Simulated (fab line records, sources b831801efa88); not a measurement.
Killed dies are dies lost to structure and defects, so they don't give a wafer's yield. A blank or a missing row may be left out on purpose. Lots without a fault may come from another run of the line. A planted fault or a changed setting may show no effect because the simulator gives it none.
A struck lot beside a sound one | flow sky130 | 43 steps out of a route of 708
Sound: wafers L455.1, L455.3, L455.6. Struck: wafers L469.1, L469.2, L469.4. The cause comes at the end.
At each step with rows: each side's tool, then ch and its chambers, then its first start. Under that, the readings that differ: sound wafers | struck wafers | difference of the means | sigmas: that difference in standard deviations of wafers without a fault.
alike: readings whose means differ by less than 2 such deviations, and words and numbers that are the same on both sides. not compared: withheld readings, readings that some wafer has no value for, bounds like >300 that may hide the same value, and numbers for which the record gives no deviation and whose values overlap.
The two part at a step that has a row with sigmas, a row that says differs or no value, or rows on one side only. Numbers that don't overlap but have no deviation are shown without sigmas and don't part them. A reading that every wafer of one side lacks parts them only if that side has two wafers or more.

first, 1 step without rows for these wafers: SKY_LDD_N_IMPLANT_15.
SKY_LDD_N_STRIP_16: strips in O2/N2.
  sound on plasma_asher-01 ch 0,1, day 18 07:57; struck on plasma_asher-03 ch 0,1, day 23 12:54
  alike: drypump_motor_current_A, oes_product_au, strip_time_to_endpoint_s
  not compared: rf_hours_counter_h
SKY_LDD_N_TW_MEAS_17:
  sound on film_metro-03, day 18 08:03; struck on film_metro-02, day 23 13:00
  alike: LDD_N_TW
then, 7 steps without rows for these wafers: SKY_LDD_P_DEHYDRATE_00 (time 60 s); SKY_LDD_P_HMDS_01 (prime time 60 s); SKY_LDD_P_COAT_02 (resist thk 1140 nm); SKY_LDD_P_SOFTBAKE_03 (time 60 s); SKY_LDD_P_EXPOSE_04 (exposes mask PSDM, target cd 380 nm); SKY_LDD_P_PEB_05; SKY_LDD_P_DEVELOP_06 (develop time 60 s).
SKY_LDD_P_CD_MEAS_07: target cd 380 nm.
  sound on cd_sem-02, day 19 14:36; struck on cd_sem-01, day 24 19:18
  reading    | sound             | struck            | difference | sigmas
  cd_nm (nm) | 384.9 382.8 383.7 | 376.7 377.1 377.6 | -6.7       | -3
SKY_LDD_P_OVL_MEAS_08:
  sound on overlay-02, day 19 14:43; struck on overlay-02, day 24 19:25
  alike: LDD_P_OVL
SKY_LDD_P_IMPLANT_09:
  sound on implanter-01 ch 0, day 19 14:45; struck on implanter-02 ch 0, day 24 19:28
  alike: beam_energy_keV, faraday_current_uA
SKY_LDD_P_STRIP_10: strips in O2/N2.
  sound on plasma_asher-04 ch 0,1, day 19 14:54; struck on plasma_asher-04 ch 0,1, day 24 19:37
  alike: drypump_motor_current_A, oes_product_au, strip_time_to_endpoint_s
  not compared: rf_hours_counter_h
SKY_LDD_P_TW_MEAS_11:
  sound on film_metro-03, day 19 15:00; struck on film_metro-01, day 24 19:43
  reading  | sound       | struck      | difference | sigmas
  LDD_P_TW | 644 644 643 | 618 618 619 | -25        | -3
then, 7 steps without rows for these wafers: SKY_LDD_HVN_DEHYDRATE_00 (time 60 s); SKY_LDD_HVN_HMDS_01 (prime time 60 s); SKY_LDD_HVN_COAT_02 (resist thk 300 nm); SKY_LDD_HVN_SOFTBAKE_03 (time 60 s); SKY_LDD_HVN_EXPOSE_04 (exposes mask HVNTM, target cd 700 nm); SKY_LDD_HVN_PEB_05; SKY_LDD_HVN_DEVELOP_06 (develop time 60 s).
SKY_LDD_HVN_OVL_MEAS_07:
  sound on overlay-01, day 20 21:55; struck on overlay-01, day 26 01:54
  alike: LDD_HVN_OVL
then, 1 step without rows for these wafers: SKY_LDD_HVN_IMPLANT_08.
SKY_LDD_HVN_STRIP_09: strips in O2/N2.
  sound on plasma_asher-02 ch 0,1, day 20 22:06; struck on plasma_asher-04 ch 0,1, day 26 02:05
  alike: drypump_motor_current_A, oes_product_au, strip_time_to_endpoint_s
  not compared: rf_hours_counter_h
SKY_LDD_HVN_TW_MEAS_10:
  sound on film_metro-01, day 20 22:12; struck on film_metro-04, day 26 02:11
  reading    | sound          | struck         | difference | sigmas
  LDD_HVN_TW | 1414 1416 1411 | 1447 1444 1439 | +30        | +2
then, 7 steps without rows for these wafers: SKY_LDD_HVP_DEHYDRATE_00 (time 60 s); SKY_LDD_HVP_HMDS_01 (prime time 60 s); SKY_LDD_HVP_COAT_02 (resist thk 300 nm); SKY_LDD_HVP_SOFTBAKE_03 (time 60 s); SKY_LDD_HVP_EXPOSE_04 (exposes mask HVPTM, target cd 700 nm); SKY_LDD_HVP_PEB_05; SKY_LDD_HVP_DEVELOP_06 (develop time 60 s).
SKY_LDD_HVP_OVL_MEAS_07:
  sound on overlay-02, day 22 05:04; struck on overlay-01, day 27 08:12
  alike: LDD_HVP_OVL
then, 1 step without rows for these wafers: SKY_LDD_HVP_IMPLANT_08.
SKY_LDD_HVP_STRIP_09: strips in O2/N2.
  sound on plasma_asher-03 ch 0,1, day 22 05:15; struck on plasma_asher-03 ch 0,1, day 27 08:23
  alike: drypump_motor_current_A, oes_product_au, strip_time_to_endpoint_s
  not compared: rf_hours_counter_h
SKY_LDD_HVP_TW_MEAS_10:
  sound on film_metro-02, day 22 05:21; struck on film_metro-02, day 27 08:29
  alike: LDD_HVP_TW
then, 5 steps without rows for these wafers: SKY_LDD_LDN_DEHYDRATE_00 (time 60 s); SKY_LDD_LDN_HMDS_01 (prime time 60 s); SKY_LDD_LDN_COAT_02 (resist thk 1140 nm); SKY_LDD_LDN_SOFTBAKE_03 (time 60 s); SKY_LDD_LDN_EXPOSE_04 (exposes mask LDNTM, target cd 700 nm).
-- the record jumps here: 23 days lie between the struck wafers' starts before and after (it left off in module LDD_LDN and takes up again in module PAD_OPEN, whose first step shown is number 708 of the route) --
SKY_PAD_OPEN_PROBE_99:
  sound on prober-02, day 46 20:10; struck on prober-02, day 50 02:49
  reading                                     | sound                   | struck                  | difference | sigmas
  model.etest.tip_p.rs_ohm_sq_range           | 198 169.6 265.2         | 1617 1597 1591          | +1391      |
  model.etest.tip_p.rs_ohm_sq_rim_less_centre | 39.87 47.02 48.74       | 338.7 436.3 321         | +320.1     |
  model.etest.pfet_01v8.vt_v_range            | 0.01157 0.01609 0.01644 | 0.03257 0.03513 0.03453 | +0.01938   |
  alike: killed_at_M0_to_M3, killed_at_M4_up, killed_at_contacts, killed_at_front_end, killed_at_other, killed_dies, killed_open, killed_short
  not compared: model.etest.pfet_01v8.drive_ua_um_range

WHERE THEY PART
First at SKY_LDD_P_CD_MEAS_07; last, within this record, at SKY_LDD_HVN_TW_MEAS_10. Later steps at which nothing parts them and some readings are alike: SKY_LDD_HVP_OVL_MEAS_07, SKY_LDD_HVP_STRIP_09, SKY_LDD_HVP_TW_MEAS_10, SKY_PAD_OPEN_PROBE_99.

WHY: what the simulator had put in
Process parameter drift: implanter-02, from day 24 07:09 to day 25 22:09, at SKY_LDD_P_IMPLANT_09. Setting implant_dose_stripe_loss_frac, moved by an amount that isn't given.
